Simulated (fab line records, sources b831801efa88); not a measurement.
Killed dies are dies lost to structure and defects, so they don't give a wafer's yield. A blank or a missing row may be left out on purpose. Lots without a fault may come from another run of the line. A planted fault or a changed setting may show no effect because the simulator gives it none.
Which tool did it? | flow gf180mcu | 10 lots, 30 wafers sampled, at 5 steps of a route of 602

WHAT THE GAUGES READ, wafer by wafer
GF_V1_BOW_MEAS_05.
lot  | measured     | on            | V1_BOW (um)
L389 | day 17 04:35 | film_metro-02 | 82 76 79
L391 | day 17 16:35 | film_metro-02 | 78 80 76
L392 | day 18 13:54 | film_metro-02 | 94 77 76
L393 | day 18 22:33 | film_metro-01 | 83 79 75
L395 | day 19 07:01 | film_metro-01 | 94 83 80
L394 | day 19 08:19 | film_metro-01 | 66 87 75
L396 | day 19 16:07 | film_metro-02 | 83 85 80
L403 | day 22 05:36 | film_metro-02 | 63 94 91 - - -
L404 | day 22 17:47 | film_metro-02 | 91 87 86 - - -
L406 | day 23 06:50 | film_metro-01 | 72 95 93

WHICH TOOL RAN EACH LOT (tool, then ch and the chambers of the sampled wafers, then the start)
lot  | GF_CONTACT_ETCH_16                 | GF_CONTACT_ETCH_17                            | GF_M1_SPUTTER_00             | GF_V1_CMP_04
L389 | rie_diel-01 ch 2,3, day 16 03:17   | rie_diel-01 ch 2,3, day 16 04:26 or earlier   | pvd_sputter-03, day 16 04:26 | cmp-02 ch 1,2,3, day 17 04:20
L391 | rie_diel-03 ch 1,2,3, day 16 15:23 | rie_diel-03 ch 1,2,3, day 16 16:32 or earlier | pvd_sputter-03, day 16 16:32 | cmp-01 ch 0,2, day 17 16:19
L392 | rie_diel-03 ch 0,1, day 17 11:38   | rie_diel-03 ch 0,1, day 17 12:54 or earlier   | pvd_sputter-01, day 17 12:54 | cmp-02 ch 0,1, day 18 13:34
L393 | rie_diel-01 ch 0,1,3, day 17 19:59 | rie_diel-01 ch 0,1,3, day 17 21:13 or earlier | pvd_sputter-01, day 17 21:13 | cmp-02 ch 0,3, day 18 22:15
L395 | rie_diel-04 ch 0,2, day 18 03:47   | rie_diel-04 ch 0,2, day 18 04:57 or earlier   | pvd_sputter-01, day 18 04:57 | cmp-02 ch 0,1,3, day 19 06:43
L394 | rie_diel-01 ch 0,1,3, day 18 05:32 | rie_diel-01 ch 0,1,3, day 18 06:47 or earlier | pvd_sputter-01, day 18 06:47 | cmp-02 ch 1,2,3, day 19 08:04
L396 | rie_diel-01 ch 1,2, day 18 13:17   | rie_diel-01 ch 1,2, day 18 14:26 or earlier   | pvd_sputter-03, day 18 14:26 | cmp-01 ch 0,1,2, day 19 15:48
L403 | rie_diel-03 ch 0,1,3, day 21 03:29 | rie_diel-03 ch 0,1,3, day 21 04:37 or earlier | pvd_sputter-02, day 21 04:37 | cmp-02 ch 1,2,3, day 22 05:17
L404 | rie_diel-01 ch 1,2,3, day 21 15:34 | rie_diel-01 ch 1,2,3, day 21 16:42 or earlier | pvd_sputter-03, day 21 16:42 | cmp-02 ch 1,2,3, day 22 17:35
L406 | rie_diel-01 ch 2,3, day 22 05:11   | rie_diel-01 ch 2,3, day 22 06:19 or earlier   | pvd_sputter-02, day 22 06:19 | cmp-01 ch 0,2,3, day 23 06:36
- GF_CONTACT_ETCH_16: etches BARC in N2/H2.
- GF_CONTACT_ETCH_17: etches SiO2 in C4F8/O2/Ar, stops on CoSi2, target depth 860 nm.
- GF_M1_SPUTTER_00: material Ti, target thk 37.5 nm, time 150 s.
- GF_V1_CMP_04: polishes SiO2.

THE ANSWER, worked out from the rows above alone
Rule: what is usual is taken from the lots themselves. Put in order of their means at a reading, lots are off if they are a third of the lots or fewer, leave a main group of 4 or more, and stand apart from it by a gap of 3 or more times the standard deviation of the main group's means; of several such gaps the widest counts. A main group whose means are all the same, to the digits that the tables above print for the reading, isn't used. A lot without any number at a reading at which 4 lots or more have one is off too. The other lots that the step has rows for count as sound.
No lot is off at any reading shown: from this, nothing can be told.

WHAT THE SIMULATOR HAD PUT IN
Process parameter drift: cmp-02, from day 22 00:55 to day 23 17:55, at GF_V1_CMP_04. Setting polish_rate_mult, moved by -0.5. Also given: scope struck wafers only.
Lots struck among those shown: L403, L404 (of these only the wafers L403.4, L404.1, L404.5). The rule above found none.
